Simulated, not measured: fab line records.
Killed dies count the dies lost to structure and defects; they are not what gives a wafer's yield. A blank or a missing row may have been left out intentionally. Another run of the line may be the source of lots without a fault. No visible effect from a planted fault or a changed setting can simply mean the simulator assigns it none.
Which of the tools did it? ; flow gf180mcu ; 10 lots with 30 wafers sampled at 4 steps, on a route of 602 steps

WHAT EACH GAUGE READ, for each wafer
GF_V4_CD_MEAS_14: target cd 260 nm.
lot;measured;on;cd_nm (nm)
L432;day 24 11:16;cd_sem-02;260.6 261.3 262.0
L434;day 24 21:57;cd_sem-01;262.5 262.8 261.9
L438;day 26 08:56;cd_sem-02;261.4 260.7 261.2
L440;day 27 08:58;cd_sem-02;260.9 261.3 258.6
L441;day 27 13:57;cd_sem-01;258.7 258.5 259.6
L433;day 27 19:00;cd_sem-02;260.8 260.8 260.5
L445;day 29 03:33;cd_sem-01;260.9 260.8 262.1
L452;day 30 14:45;cd_sem-02;262.6 260.1 261.4
L454;day 31 02:22;cd_sem-01;258.8 258.6 259.3
L455;day 31 12:39;cd_sem-01;259.9 258.9 259.6

GF_V4_OVL_MEAS_15.
lot;measured;on;V4_OVL (nm)
L432;day 24 11:20;overlay-02;0 -1 -2
L434;day 24 22:04;overlay-02;0 2 -2
L438;day 26 09:02;overlay-02;-4 -3 7
L440;day 27 09:05;overlay-02;2 4 4
L441;day 27 14:04;overlay-01;8 4 3
L433;day 27 19:07;overlay-02;-4 -5 0
L445;day 29 03:40;overlay-01;-5 4 0
L452;day 30 14:52;overlay-02;11 10 16
L454;day 31 02:28;overlay-01;6 5 4
L455;day 31 12:46;overlay-01;8 3 1

GF_V5_CD_MEAS_14: target cd 260 nm.
lot;measured;on;cd_nm (nm)
L432;day 27 04:31;cd_sem-02;260.5 261.3 261.5
L434;day 27 14:49;cd_sem-01;260.1 260.6 259.6
L438;day 28 23:56;cd_sem-02;260.1 260.1 260.0
L440;day 29 22:13;cd_sem-02;259.5 260.1 260.9
L441;day 30 02:33;cd_sem-01;260.6 264.9 260.4
L433;day 30 07:39;cd_sem-01;261.2 261.3 261.2
L445;day 31 14:39;cd_sem-02;259.8 259.8 260.5
L452;day 32 22:06;cd_sem-01;262.8 262.7 261.8
L454;day 33 09:49;cd_sem-02;259.9 258.7 259.1
L455;day 33 18:11;cd_sem-02;260.9 259.7 260.7

WHICH TOOL RAN EACH LOT (tool, then ch and the chambers of the sampled wafers, then the start)
lot;GF_V5_EXPOSE_11
L432;krf_scanner-01 ch 0, day 26 18:50
L434;krf_scanner-01 ch 0, day 27 04:39
L438;krf_scanner-01 ch 0, day 28 14:22
L440;krf_scanner-01 ch 0, day 29 12:44
L441;krf_scanner-01 ch 0, day 29 17:03
L433;krf_scanner-02 ch 0, day 29 23:04
L445;krf_scanner-02 ch 0, day 31 05:38
L452;krf_scanner-02 ch 0, day 32 14:07
L454;krf_scanner-02 ch 0, day 33 01:54
L455;krf_scanner-01 ch 0, day 33 10:34
- GF_V5_EXPOSE_11: exposes mask Via5, target cd 260 nm.

WHAT THE TOOLS THEMSELVES READ (means of the sampled wafers that have a number; where no wafer has one, the mark that the record gives instead)
The record holds no such reading with a usual standard deviation.

THE ANSWER, worked out from the rows above alone
Rule: usual is defined by the lots themselves. Put in order of their means at a reading, lots are off if they are a third of the lots or fewer, leave a main group of 4 or more, and stand apart from it by a gap of 3 or more times the standard deviation of the main group's means; of several such gaps the widest counts. A main group whose means are all the same, to the digits that the tables above print for the reading, isn't used. Also off: a lot with no number at a reading for which 4 or more lots have one. All remaining lots with rows at the step are treated as sound. The gauges are gone through in route order, then the tools' own readings, and for those a lot's mean is taken as printed above. The first step at which some lot is off is used, and at that step the reading that is off furthest; a lot without a number counts as furthest.
No lot is off at any reading shown: from this, nothing can be told.

WHAT THE SIMULATOR HAD INSERTED
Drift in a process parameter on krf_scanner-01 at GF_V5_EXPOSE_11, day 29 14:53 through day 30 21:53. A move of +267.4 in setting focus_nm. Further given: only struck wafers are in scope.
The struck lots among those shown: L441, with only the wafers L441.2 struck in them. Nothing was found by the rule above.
